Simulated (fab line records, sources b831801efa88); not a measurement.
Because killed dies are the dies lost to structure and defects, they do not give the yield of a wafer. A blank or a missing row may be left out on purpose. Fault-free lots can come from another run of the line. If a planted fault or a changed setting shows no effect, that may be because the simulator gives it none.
What tool caused it?	flow gf180mcu	13 lots, 39 wafers sampled, at 5 steps of a route of 602

## WHAT THE GAUGES READ, wafer by wafer
GF_HV_LDD_THK_MEAS_55.
lot	measured	on	HV_LDD_CVD_54_THK (nm)
L588	day 12 09:52	film-metro-03	9.84 9.93 9.83
L589	day 12 14:53	film-metro-01	9.89 9.66 9.85
L590	day 13 04:00	film-metro-02	9.98 10.02 10.11
L591	day 13 10:41	film-metro-01	9.78 10.00 9.98
L592	day 13 18:20	film-metro-01	10.18 10.19 10.17
L593	day 13 22:07	film-metro-01	10.30 10.29 10.30
L596	day 15 02:30	film-metro-01	10.13 10.18 10.24
L597	day 15 08:12	film-metro-02	9.88 9.98 9.73
L600	day 16 13:31	film-metro-02	10.09 10.08 9.98
L601	day 16 18:37	film-metro-03	9.86 9.92 9.85
L602	day 17 09:33	film-metro-03	10.20 10.13 10.10
L603	day 17 16:02	film-metro-01	12.50 12.43 12.49
L606	day 18 17:41	film-metro-01	12.59 12.48 12.45

GF_V2_RS_MEAS_24: the measuring method here is four-point-probe.
lot	measured	on	V2_W_RS (ohm/sq)
L588	day 20 06:43	film-metro-03	0.327 0.327 0.322
L589	day 20 11:20	film-metro-01	0.326 0.326 0.324
L590	day 21 04:59	film-metro-02	0.329 0.325 0.328
L591	day 21 08:47	film-metro-01	0.335 0.327 0.329
L592	day 22 00:11	film-metro-02	0.325 0.329 0.325
L593	day 22 02:27	film-metro-01	0.333 0.332 0.333
L596	day 23 07:52	film-metro-02	0.328 0.330 0.325
L597	day 23 11:17	film-metro-01	0.335 0.333 0.328
L600	day 24 23:01	film-metro-01	0.329 0.328 0.329
L601	day 25 03:47	film-metro-03	0.330 0.331 0.328
L602	day 25 14:41	film-metro-02	0.328 0.327 0.324
L603	day 26 00:23	film-metro-02	0.324 0.328 0.323
L606	day 26 22:35	film-metro-03	0.331 0.330 0.328

## TOOL THAT RAN EACH LOT (tool first, then ch and the chambers of the sampled wafers, then the start)
lot	GF_HV_LDD_CVD_54	GF_M2_SPUTTER_00	GF_V2_SPUTTER_22
L588	lpcvd-02 ch 1, day 12 08:50	pvd-sputter-02, day 18 03:47	pvd-sputter-01, day 20 06:32
L589	lpcvd-02 ch 0, day 12 13:52	pvd-sputter-03, day 18 09:40	pvd-sputter-04, day 20 11:11
L590	lpcvd-01 ch 1, day 13 02:59	pvd-sputter-04, day 19 02:29	pvd-sputter-01, day 21 04:50
L591	lpcvd-02 ch 0, day 13 09:40	pvd-sputter-03, day 19 08:19	pvd-sputter-01, day 21 08:38
L592	lpcvd-01 ch 0, day 13 17:18	pvd-sputter-04, day 19 16:37	pvd-sputter-01, day 21 23:59
L593	lpcvd-01 ch 0, day 13 21:06	pvd-sputter-02, day 19 23:02	pvd-sputter-03, day 22 02:18
L596	lpcvd-02 ch 0, day 15 01:29	pvd-sputter-03, day 21 06:16	pvd-sputter-03, day 23 07:43
L597	lpcvd-01 ch 0, day 15 07:11	pvd-sputter-02, day 21 10:13	pvd-sputter-01, day 23 11:08
L600	lpcvd-01 ch 0, day 16 12:30	pvd-sputter-02, day 23 00:38	pvd-sputter-01, day 24 22:52
L601	lpcvd-02 ch 0, day 16 17:35	pvd-sputter-03, day 23 04:11	pvd-sputter-03, day 25 03:35
L602	lpcvd-02 ch 0, day 17 08:32	pvd-sputter-03, day 23 16:08	pvd-sputter-01, day 25 14:32
L603	lpcvd-02 ch 0, day 17 15:01	pvd-sputter-03, day 24 02:28	pvd-sputter-03, day 26 00:14
L606	lpcvd-02 ch 0, day 18 16:40	pvd-sputter-02, day 25 01:50	pvd-sputter-01, day 26 22:26
- GF_HV_LDD_CVD_54: deposits SiO2 from TEOS, target thk 10 nm, time 75 s.
- GF_M2_SPUTTER_00: material Ti, target thk 37.5 nm, time 150 s.
- GF_V2_SPUTTER_22: material TiN, target thk 10 nm, time 40 s.

## WHAT THE TOOLS THEMSELVES READ (means of the sampled wafers that have a number; where no wafer has one, the mark that the record gives instead)
GF_HV_LDD_CVD_54.
lot	tool	spike-tc-bottom-C (C)	spike-tc-centre-C (C)	spike-tc-lower-C (C)	spike-tc-top-C (C)	spike-tc-upper-C (C)	zone-power-upper-pct (%)
L588	lpcvd-02	703	678.9	680.6	699.3	678.7	11.5
L589	lpcvd-02	696	681.7	680.6	696.3	679.9	11.4
L590	lpcvd-01	700	682.0	680.0	697.9	679.0	10.5
L591	lpcvd-02	697	681.7	679.3	695.8	679.5	11.4
L592	lpcvd-01	693	680.6	679.9	695.3	680.3	9.7
L593	lpcvd-01	692	680.5	680.3	695.1	679.9	9.9
L596	lpcvd-02	697	681.1	680.0	696.4	679.6	11.4
L597	lpcvd-01	692	680.9	679.5	695.7	679.6	9.7
L600	lpcvd-01	693	681.2	678.7	696.0	680.5	9.7
L601	lpcvd-02	696	681.3	680.0	696.4	679.3	11.3
L602	lpcvd-02	696	681.3	680.0	696.8	679.3	11.4
L603	lpcvd-02	706	691.5	688.7	704.5	689.3	11.6
L606	lpcvd-02	706	690.8	687.7	706.7	689.0	11.7

GF_M2_SPUTTER_00.
lot	tool	throttle-valve-pct (%)
L588	pvd-sputter-02	30.0
L589	pvd-sputter-03	31.3
L590	pvd-sputter-04	30.4
L591	pvd-sputter-03	30.3
L592	pvd-sputter-04	30.2
L593	pvd-sputter-02	30.7
L596	pvd-sputter-03	31.4
L597	pvd-sputter-02	30.5
L600	pvd-sputter-02	30.4
L601	pvd-sputter-03	29.6
L602	pvd-sputter-03	29.9
L603	pvd-sputter-03	30.7
L606	pvd-sputter-02	30.4

GF_V2_SPUTTER_22.
lot	tool	throttle-valve-pct (%)
L588	pvd-sputter-01	29.9
L589	pvd-sputter-04	30.3
L590	pvd-sputter-01	30.5
L591	pvd-sputter-01	30.7
L592	pvd-sputter-01	30.2
L593	pvd-sputter-03	30.5
L596	pvd-sputter-03	30.2
L597	pvd-sputter-01	29.8
L600	pvd-sputter-01	30.3
L601	pvd-sputter-03	29.7
L602	pvd-sputter-01	30.1
L603	pvd-sputter-03	29.5
L606	pvd-sputter-01	30.8

## THE ANSWER, worked out from the rows above alone
Rule: the usual values come from the lots themselves. The widest of any qualifying gaps counts: lots, ordered by their means at a reading, are off when they make up no more than a third of the lots, leave a main group of 4 or more, and stand apart from it by 3 or more times the standard deviation of that group's means. A main group is skipped when, at the precision printed for the reading in the tables above, its means are all equal. A lot without any number at a reading at which 4 lots or more have one is off too. The other lots that the step has rows for count as sound. First the gauges in route order, then the tools' own readings, where a lot's mean is used as printed above. The first step at which some lot is off is used, and at that step the reading that is off furthest; a lot without a number counts as furthest.
Off: at GF_HV_LDD_THK_MEAS_55 (HV_LDD_CVD_54_THK), L603, L606. For the main group the mean is 10.02 nm and the standard deviation 0.16.
A tool fits if, at a process step before that reading, it ran every lot that is off, and no sound lot after the first of them. Not tried: the gauges at GF_HV_LDD_THK_MEAS_55; whatever is off there is also off at GF_HV_LDD_CVD_54, on other tools, and gauge error can't account for it. One fits: lpcvd-02 at GF_HV_LDD_CVD_54. Its last sound lot is L602 (day 17 08:32), its first lot that is off L603 (day 17 15:01): a fault that began between those two fits.
The tool's own readings at GF_HV_LDD_CVD_54 bear it out: on the lots that are off they differ by more than 5 times the standard deviation of the sound lots' means. spike-tc-centre-C reads 691.1 C there against 681.0 C on the sound lots; spike-tc-lower-C reads 688.2 C there against 679.9 C on the sound lots; spike-tc-top-C reads 705.6 C there against 696.5 C on the sound lots; spike-tc-upper-C reads 689.1 C there against 679.6 C on the sound lots.

## WHAT HAD BEEN PUT IN BY THE SIMULATOR
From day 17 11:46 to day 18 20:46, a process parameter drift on lpcvd-02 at GF_HV_LDD_CVD_54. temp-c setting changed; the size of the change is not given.
Lots struck among those shown: L603, L606. The rule above reached the same finding.
